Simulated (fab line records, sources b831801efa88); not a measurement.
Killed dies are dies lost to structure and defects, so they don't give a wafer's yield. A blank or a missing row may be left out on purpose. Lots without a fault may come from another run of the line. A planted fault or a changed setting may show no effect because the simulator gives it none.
Which tool did it? | flow gf180mcu | 13 lots, 39 wafers sampled, at 5 steps of a route of 602

WHAT THE GAUGES READ, wafer by wafer
GF_NWELL_OVL_MEAS_07.
lot  | measured    | on         | NWELL_OVL (nm)
L373 | day 3 07:32 | overlay-02 | 2.2 2.7 2.9
L374 | day 3 15:05 | overlay-02 | 0.7 -0.7 -0.1
L378 | day 4 12:02 | overlay-02 | 2.7 2.2 1.4
L379 | day 4 16:02 | overlay-02 | -0.2 0.7 -0.2
L380 | day 4 21:53 | overlay-01 | 3.5 4.5 3.4
L381 | day 5 04:38 | overlay-01 | 2.1 1.7 2.1
L382 | day 5 09:41 | overlay-01 | 1.1 1.1 1.4
L386 | day 6 07:29 | overlay-01 | 0.5 0.5 0.5
L389 | day 6 22:22 | overlay-02 | 3.1 3.9 2.0
L390 | day 7 06:23 | overlay-01 | 0.7 1.4 1.5
L394 | day 8 02:41 | overlay-01 | 1.6 1.3 -0.2
L395 | day 8 08:17 | overlay-01 | 1.7 2.8 2.1
L396 | day 8 14:37 | overlay-02 | 0.6 1.4 2.6

GF_MVSD_OVL_MEAS_07.
lot  | measured     | on         | MVSD_OVL (nm)
L373 | day 4 10:41  | overlay-01 | 0.6 0.4 1.8
L374 | day 4 19:13  | overlay-01 | 2.0 0.4 2.4
L378 | day 5 17:46  | overlay-02 | 1.0 1.8 0.2
L379 | day 5 21:49  | overlay-02 | -0.6 1.3 2.8
L380 | day 6 03:44  | overlay-01 | 1.3 2.1 1.7
L381 | day 6 09:43  | overlay-01 | -0.4 -2.2 0.2
L382 | day 6 16:34  | overlay-01 | 2.8 3.4 4.7
L386 | day 7 14:28  | overlay-01 | -1.5 -3.2 -3.4
L389 | day 8 06:07  | overlay-02 | -0.7 -0.7 -0.6
L390 | day 8 14:31  | overlay-01 | -1.9 -2.1 -0.9
L394 | day 9 12:34  | overlay-01 | -1.0 -0.2 -0.7
L395 | day 10 00:58 | overlay-02 | 1.4 1.0 0.1
L396 | day 10 00:50 | overlay-01 | -0.7 1.1 0.0

GF_VT_IMPLANT_RS_MEAS_49: measures by four-point-probe.
lot  | measured     | on            | MVPSD_RS (ohm/sq)
L373 | day 7 14:46  | film_metro-04 | 1163 1159 1159
L374 | day 8 00:56  | film_metro-03 | 1167 1168 1166
L378 | day 9 01:12  | film_metro-04 | 1260 1258 1263
L379 | day 9 07:38  | film_metro-04 | 1170 1168 1168
L380 | day 9 14:14  | film_metro-04 | 1259 1257 1256
L381 | day 9 19:32  | film_metro-01 | 1174 1168 1171
L382 | day 10 03:41 | film_metro-03 | 1170 1170 1168
L386 | day 11 06:59 | film_metro-01 | 1166 1165 1168
L389 | day 11 23:11 | film_metro-04 | 1166 1173 1168
L390 | day 12 07:38 | film_metro-01 | 1169 1167 1170
L394 | day 13 09:56 | film_metro-01 | 1171 1173 1172
L395 | day 14 02:32 | film_metro-04 | 1167 1168 1162
L396 | day 14 01:17 | film_metro-03 | 1173 1172 1171

WHICH TOOL RAN EACH LOT (tool, then ch and the chambers of the sampled wafers, then the start)
lot  | GF_NWELL_STRIP_10                   | GF_MVPSD_IMPLANT_09
L373 | plasma_asher-04 ch 0,1, day 3 07:54 | implanter-01 ch 0, day 5 01:19
L374 | plasma_asher-03 ch 0,1, day 3 15:25 | implanter-02 ch 0, day 5 10:16
L378 | plasma_asher-04 ch 0,1, day 4 12:22 | implanter-02 ch 0, day 6 08:01
L379 | plasma_asher-01 ch 0,1, day 4 16:22 | implanter-04 ch 0, day 6 13:25
L380 | plasma_asher-03 ch 0,1, day 4 22:13 | implanter-02 ch 0, day 6 19:37
L381 | plasma_asher-04 ch 0,1, day 5 04:58 | implanter-04 ch 0, day 7 01:40
L382 | plasma_asher-03 ch 0,1, day 5 10:01 | implanter-01 ch 0, day 7 07:55
L386 | plasma_asher-04 ch 0,1, day 6 07:49 | implanter-04 ch 0, day 8 07:21
L389 | plasma_asher-03 ch 0,1, day 6 22:43 | implanter-04 ch 0, day 8 23:49
L390 | plasma_asher-01 ch 0,1, day 7 06:43 | implanter-04 ch 0, day 9 07:36
L394 | plasma_asher-03 ch 0,1, day 8 03:01 | implanter-02 ch 0, day 10 06:24
L395 | plasma_asher-01 ch 0,1, day 8 08:37 | implanter-04 ch 0, day 10 19:48
L396 | plasma_asher-01 ch 0,1, day 8 14:58 | implanter-02 ch 0, day 10 19:19
- GF_NWELL_STRIP_10: strips in O2/N2.
- GF_MVPSD_IMPLANT_09

WHAT THE TOOLS THEMSELVES READ (means of the sampled wafers that have a number; where no wafer has one, the mark that the record gives instead)
GF_NWELL_STRIP_10.
lot  | tool            | drypump_motor_current_A (A) | heater_power_w (W) | oes_product_au (a.u.) | strip_time_to_endpoint_s (s)
L373 | plasma_asher-04 | 6.0                         | 346                | 0.723                 | 37.13
L374 | plasma_asher-03 | 5.5                         | 335                | 0.721                 | 36.91
L378 | plasma_asher-04 | 6.0                         | 352                | 0.719                 | 37.06
L379 | plasma_asher-01 | 5.5                         | 319                | 0.722                 | 36.97
L380 | plasma_asher-03 | 5.5                         | 330                | 0.723                 | 37.03
L381 | plasma_asher-04 | 6.0                         | 341                | 0.720                 | 37.00
L382 | plasma_asher-03 | 5.5                         | 333                | 0.719                 | 37.01
L386 | plasma_asher-04 | 5.9                         | 312                | 0.724                 | 37.08
L389 | plasma_asher-03 | 5.1                         | 334                | 0.716                 | 37.11
L390 | plasma_asher-01 | 5.5                         | 309                | 0.722                 | 36.86
L394 | plasma_asher-03 | 5.1                         | 329                | 0.723                 | 37.01
L395 | plasma_asher-01 | 5.5                         | 311                | 0.724                 | 37.02
L396 | plasma_asher-01 | 5.6                         | 331                | 0.722                 | 36.83

GF_MVPSD_IMPLANT_09.
lot  | tool         | dose_ions_cm2 | faraday_current_uA
L373 | implanter-01 | 5e+12         | 27.7
L374 | implanter-02 | 5e+12         | 28.3
L378 | implanter-02 | 3e+12         | 18.0
L379 | implanter-04 | 5e+12         | 28.1
L380 | implanter-02 | 3e+12         | 17.9
L381 | implanter-04 | 5e+12         | 28.3
L382 | implanter-01 | 5e+12         | 28.9
L386 | implanter-04 | 5e+12         | 28.7
L389 | implanter-04 | 5e+12         | 28.0
L390 | implanter-04 | 5e+12         | 27.7
L394 | implanter-02 | 5e+12         | 27.6
L395 | implanter-04 | 5e+12         | 27.9
L396 | implanter-02 | 5e+12         | 28.4

THE ANSWER, worked out from the rows above alone
Rule: what is usual is taken from the lots themselves. Put in order of their means at a reading, lots are off if they are a third of the lots or fewer, leave a main group of 4 or more, and stand apart from it by a gap of 3 or more times the standard deviation of the main group's means; of several such gaps the widest counts. A main group whose means are all the same, to the digits that the tables above print for the reading, isn't used. A lot without any number at a reading at which 4 lots or more have one is off too. The other lots that the step has rows for count as sound. The gauges are gone through in route order, then the tools' own readings, and for those a lot's mean is taken as printed above. The first step at which some lot is off is used, and at that step the reading that is off furthest; a lot without a number counts as furthest.
Off: L378, L380, at GF_VT_IMPLANT_RS_MEAS_49 (MVPSD_RS). The main group: mean 1168 ohm/sq, standard deviation 3.2.
A tool fits if, at a process step before that reading, it ran every lot that is off, and no sound lot after the first of them. The gauges at GF_VT_IMPLANT_RS_MEAS_49 aren't tried: what is off there is off at GF_MVPSD_IMPLANT_09 too, on other tools, and a gauge's error can't cause that. None of those tried fits.

WHAT THE SIMULATOR HAD PUT IN
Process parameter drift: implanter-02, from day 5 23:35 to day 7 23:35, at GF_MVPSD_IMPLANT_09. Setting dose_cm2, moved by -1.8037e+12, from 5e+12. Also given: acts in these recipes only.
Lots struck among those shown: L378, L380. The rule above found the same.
